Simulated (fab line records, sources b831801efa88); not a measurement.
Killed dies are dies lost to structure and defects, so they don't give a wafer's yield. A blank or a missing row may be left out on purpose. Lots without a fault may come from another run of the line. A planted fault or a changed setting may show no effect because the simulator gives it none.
A struck lot beside a sound one | flow sky130 | 15 steps out of a route of 708
Sound: wafers L296.4, L296.5, L296.6. Struck: wafers L305.1, L305.4, L305.6. The cause comes at the end.
At each step with rows: each side's tool, then ch and its chambers, then its first start. Under that, the readings that differ: sound wafers | struck wafers | difference of the means | sigmas: that difference in standard deviations of wafers without a fault.
alike: readings whose means differ by less than 2 such deviations, and words and numbers that are the same on both sides. not compared: withheld readings, readings that some wafer has no value for, bounds like >300 that may hide the same value, and numbers for which the record gives no deviation and whose values overlap.
The two part at a step that has a row with sigmas, a row that says differs or no value, or rows on one side only. Numbers that don't overlap but have no deviation are shown without sigmas and don't part them. A reading that every wafer of one side lacks parts them only if that side has two wafers or more.

SKY_CONTACT_BOW_MEAS_05:
  sound on film_metro-04, day 33 02:31; struck on film_metro-04, day 36 14:52
  alike: CONTACT_BOW
then, 8 steps without rows for these wafers: SKY_CONTACT_DEHYDRATE_06 (time 60 s); SKY_CONTACT_HMDS_07 (prime time 60 s); SKY_CONTACT_COAT_08 (resist thk 60 nm); SKY_CONTACT_COAT_09 (resist thk 450 nm); SKY_CONTACT_SOFTBAKE_10 (time 90 s); SKY_CONTACT_EXPOSE_11 (exposes mask CTM1, target cd 170 nm); SKY_CONTACT_PEB_12; SKY_CONTACT_DEVELOP_13 (develop time 60 s).
SKY_CONTACT_CD_MEAS_14: target cd 170 nm.
  sound on cd_sem-01, day 34 04:40; struck on cd_sem-02, day 37 16:35
  alike: cd_nm
SKY_CONTACT_OVL_MEAS_15:
  sound on overlay-02, day 34 04:44; struck on overlay-01, day 37 16:43
  alike: CONTACT_OVL
SKY_CONTACT_ETCH_16: etches BARC in N2/H2, stops on SiO2, time 45.9 s, target depth 60 nm.
  sound on rie_diel-02 ch 0,2,3, day 34 04:46; struck on rie_diel-02 ch 1,2, day 37 16:45
  alike: drypump_motor_current_A, h2_flow_sccm, oes_product_au, rf_fwd_power_W, throttle_valve_pct
  not compared: rf_hours_counter_h
SKY_CONTACT_ETCH_17: etches SiO2 in C4F8/O2/Ar, stops on Si3N4, target depth 340 nm.
  sound on rie_diel-02 ch 0,2,3, day 34 04:49; struck on rie_diel-02 ch 1,2, day 37 16:47
  reading            | sound          | struck         | difference | sigmas
  rf_fwd_power_W (W) | 1483 1483 1486 | 1252 1248 1245 | -236       | -41
  alike: oes_product_au
  not compared: model.KrF-thick_of_CONTACT_COAT_09.thk_nm
SKY_CONTACT_ETCH_18: etches Si3N4 in CHF3/O2, stops on TiN, time 39 s, target depth 75 nm.
  sound on rie_diel-02 ch 0,2,3; struck on rie_diel-02 ch 1,2
  alike: chf3_flow_sccm, drypump_motor_current_A, oes_product_au, rf_fwd_power_W, throttle_valve_pct
  not compared: rf_hours_counter_h
then, 1 step without rows for these wafers: SKY_PAD_OPEN_PROBE_99.

WHERE THEY PART
Only at SKY_CONTACT_ETCH_17, within this record. Later steps at which nothing parts them and some readings are alike: SKY_CONTACT_ETCH_18.

WHY: what the simulator had put in
Process parameter drift: rie_diel-02, from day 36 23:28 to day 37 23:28, at SKY_CONTACT_ETCH_17. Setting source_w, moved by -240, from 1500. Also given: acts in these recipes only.
